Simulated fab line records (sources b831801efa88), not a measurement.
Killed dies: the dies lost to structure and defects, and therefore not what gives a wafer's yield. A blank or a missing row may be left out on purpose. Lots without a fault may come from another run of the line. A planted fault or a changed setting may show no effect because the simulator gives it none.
fab line records -- flow sky130
[record] lots = 6, wafers = 18, lastDay = 49
route steps=708 shown METAL1@456 VIA1@458
lots untouched by any fault: they come from a run of this same line in which no faults occurred
startH: hours from the record's first day to the start of the lot's first wafer shown -- waitH: time in hours since the lot's previous step -- " same as the row above -- L1.1+2: one row covering several wafers at once -- - either no value or no given start -- * or withheld: withheld -- < > ~ a bound
route shown NAME@n: NAME is a module with steps in the file, n the number in the route of the first one -- usual: mean and standard deviation over wafers with no fault -- same: alike in all rows -- chamber/n: place in a boat -- sites: the reading at each site -- _std_site: the values' standard deviation -- _edge_site: inner sites' mean taken away from outer sites' mean -- radiusMm: for every site, how far away it sits from the centre of the wafer -- mask NAME#n: copy n -- behind: the most recent tool/chamber to have shaped the wafer -- hold: why the lot was held/for how many hours/how that ended -- device: transistor that didn't switch, given as n, p or np -- end of line: tests run on the same wafers once the route is complete -- a step given without rows: its recipe and nothing more -- killed: dies lost to structure and defects at the first sort, not the wafer's yield -- map: dies across one wafer; x = killed, . = not, _ = none there
set.NAME: setting as actually run; set.NAME@STEP: the setting as run at that earlier step -- model.NAME: the simulator's own value behind a step, which no gauge read
a table for each step, a row for each wafer; lots at some steps of the route
services: from which hour (startH, from the record's first day; less than 0 if before it) a tool's chamber was out of use, for how many hours, and why
[[steps]]
[step SKY_METAL1_CLEAN_22]
[recipe] chemistry = IPA, timeS = 180, tempC = 25
[step SKY_METAL1_CLEAN_23]
[recipe] chemistry = O3/DIW, dry = n2Spin
[step SKY_VIA1_HDPCVD_00]
[recipe] material = SiO2, targetThkNm = 1030, sigmaOpenFrac = 0.3, timeS = 171.7, tempC = 400, sih4FlowSccm = 62.47, pressureMtorr = 6
[step SKY_VIA1_THK_MEAS_01]
[recipe] reads = SiO2_of_VIA1_HDPCVD_00
[usual] VIA1_HDPCVD_THK = 1072/11
lot.wafer,tool,chamber,startH,waitH,VIA1_HDPCVD_THK[nm]
L947.1,filmMetro-02,-,796.09,0.1,1072
L947.3,filmMetro-02,-,796.09,0.1,1072
L947.6,filmMetro-02,-,796.09,0.1,1081
L949.2,filmMetro-01,-,810.47,0.1,1077
L949.4,filmMetro-01,-,810.47,0.1,1084
L949.6,filmMetro-01,-,810.47,0.1,1078
L948.2,filmMetro-04,-,820.78,0.1,1057
L948.5,filmMetro-04,-,820.78,0.1,1070
L948.6,filmMetro-04,-,820.78,0.1,1078
L959.1,filmMetro-01,-,887.25,0.1,1086
L959.4,filmMetro-01,-,887.25,0.1,1088
L959.5,filmMetro-01,-,887.25,0.1,1066
L961.1,filmMetro-01,-,906.06,0.1,1065
L961.3,filmMetro-01,-,906.06,0.1,1063
L961.6,filmMetro-01,-,906.06,0.1,1058
L962.1,filmMetro-01,-,910.86,0.1,1072
L962.3,filmMetro-01,-,910.86,0.1,1063
L962.5,filmMetro-01,-,910.86,0.1,1069
[step SKY_VIA1_CMP_02]
[recipe] material = SiO2, downForcePsi = 4, platenRpm = 60, padVelocityMS = 0.94248
[usual] motorCurrentA = 11.6/1.2, platenRpm = 60.00/0.039
lot.wafer,tool,chamber,startH,waitH,motorCurrentA,platenRpm
L947.3,cmp-02,0,796.20,0.1,11.2,60.03
L947.1,cmp-02,1,796.20,0.1,11.5,60.03
L947.6,cmp-02,3,796.20,0.1,11.1,60.05
L949.4,cmp-02,3,810.52,0.0,11.5,59.97
L949.2,cmp-02,0,810.52,0.0,11.6,59.93
L949.6,cmp-02,0,810.52,0.0,10.9,59.99
L948.2,cmp-02,2,820.83,0.0,10.7,60.07
L948.6,cmp-02,2,820.83,0.0,10.1,60.06
L948.5,cmp-02,3,820.83,0.0,11.3,60.02
L959.1,cmp-02,3,887.31,0.1,10.8,59.97
L959.4,cmp-02,1,887.31,0.1,11.5,59.98
L959.5,cmp-02,0,887.31,0.1,10.3,59.97
L961.3,cmp-01,3,906.17,0.1,13.7,60.07
L961.1,cmp-01,1,906.17,0.1,13.8,60.00
L961.6,cmp-01,2,906.17,0.1,11.0,60.00
L962.3,cmp-01,0,911.09,0.2,10.7,60.06
L962.1,cmp-01,2,911.09,0.2,10.2,59.98
L962.5,cmp-01,0,911.09,0.2,10.5,60.04
[step SKY_VIA1_BOW_MEAS_03]
[recipe] mode = bow
[usual] VIA1_BOW = 80/6.8
lot.wafer,tool,chamber,startH,waitH,VIA1_BOW[um]
L947.1,filmMetro-01,-,796.45,0.1,82
L947.3,filmMetro-01,-,796.45,0.1,80
L947.6,filmMetro-01,-,796.45,0.1,75
L949.2,filmMetro-01,-,810.84,0.2,81
L949.4,filmMetro-01,-,810.84,0.2,63
L949.6,filmMetro-01,-,810.84,0.2,76
L948.2,filmMetro-01,-,821.15,0.3,80
L948.5,filmMetro-01,-,821.15,0.3,91
L948.6,filmMetro-01,-,821.15,0.3,67
L959.1,filmMetro-02,-,887.61,0.2,80
L959.4,filmMetro-02,-,887.61,0.2,74
L959.5,filmMetro-02,-,887.61,0.2,78
L961.1,filmMetro-02,-,906.42,0.1,76
L961.3,filmMetro-02,-,906.42,0.1,78
L961.6,filmMetro-02,-,906.42,0.1,76
L962.1,filmMetro-04,-,911.39,0.1,89
L962.3,filmMetro-04,-,911.39,0.1,83
L962.5,filmMetro-04,-,911.39,0.1,81
[step SKY_VIA1_DEHYDRATE_04]
[recipe] tempC = 200, timeS = 60
[step SKY_VIA1_HMDS_05]
[recipe] primeTimeS = 60, primeTempC = 120
[step SKY_VIA1_COAT_06]
[recipe] resist = BARC, tempC = withheld, timeS = withheld, spinRpm = 3000, resistThkNm = 60
[step SKY_VIA1_COAT_07]
[recipe] resist = KrF-thick, spinRpm = 3000, resistThkNm = 450
[step SKY_VIA1_SOFTBAKE_08]
[recipe] tempC = 100, timeS = 90, resist = KrF-thick
[step SKY_VIA1_EXPOSE_09]
[recipe] maskId = VIM, na = 0.8, sourceShape = annular, sigmaInner = 0.55, sigmaOuter = 0.85, targetCdNm = 150, doseMj = 38
[step SKY_VIA1_PEB_10]
[recipe] pebTempC = withheld, pebTimeS = withheld, resist = KrF-thick
[usual] chillPlateTempC = *, exhaustPa = 45.1/0.95
lot.wafer,tool,chamber,startH,waitH,chillPlateTempC,exhaustPa
L947.1,lithoTrack-03,-,822,-,-,-
L947.3,lithoTrack-03,-,822,-,-,-
L947.6,lithoTrack-03,-,822,-,-,-
L949.2,lithoTrack-03,-,837,-,-,-
L949.4,lithoTrack-03,-,837,-,-,-
L949.6,lithoTrack-03,-,837,-,-,-
L948.2,lithoTrack-04,0,847,-,*,45.8
L948.5,lithoTrack-04,0,847,-,*,44.9
L948.6,lithoTrack-04,0,847,-,*,46.3
L959.1,lithoTrack-04,0,912,-,*,44.5
L959.4,lithoTrack-04,0,912,-,*,43.7
L959.5,lithoTrack-04,0,912,-,*,44.1
L961.1,lithoTrack-03,0,930,-,*,45.8
L961.3,lithoTrack-03,0,930,-,*,44.3
L961.6,lithoTrack-03,0,930,-,*,44.6
L962.1,lithoTrack-04,0,935,-,*,45.4
L962.3,lithoTrack-04,0,935,-,*,46.1
L962.5,lithoTrack-04,0,935,-,*,46.2
[step SKY_VIA1_DEVELOP_11]
[recipe] developTimeS = 60, resist = KrF-thick, devTempC = 21
[[services]]
tool,chamber,startH,hours,kind
cmp-01,-,788.44,1.6,repair
cmp-02,-,799.31,1.3,repair
cmp-02,-,861.07,6.9,pm
cmp-01,-,868.17,2.9,pm
lithoTrack-03,-,868.59,-,consumableReplace:filter
cmp-01,-,885.32,2.2,repair
cmp-02,-,893.98,1.6,repair
cmp-02,-,901.97,2.3,repair
cmp-02,-,905.63,22.8,pm
cmp-01,-,912.29,4.0,pm
cmp-01,-,916.29,-,consumableReplace:conditioner
cmp-01,-,916.29,-,consumableReplace:pad
[[key]]
[firstSign] step = SKY_VIA1_PEB_10, reading = toolRecord, direction = missing
effect none on later readings
metAt SKY_VIA1_PEB_10
struckWafers L947.1,L947.3,L947.6,L949.2,L949.4,L949.6
laterRowsLeftOut L947.1,L947.3,L947.6,L949.2,L949.4,L949.6
sortLeftOut L947.1,L947.3,L947.6,L949.2,L949.4,L949.6
[fault] kind = skippedStepWhole, tool = lithoTrack-03, chamber = -, onsetH = 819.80, steps = SKY_VIA1_PEB_10, scope = struckLotsOnly
// sortLeftOut: the simulated sort isn't trusted on such a fault, so these wafers' sort isn't shown, and their yield isn't known
// laterRowsLeftOut: the simulator's readings of these wafers behind a module that went badly wrong aren't trusted and aren't shown, but for the sort
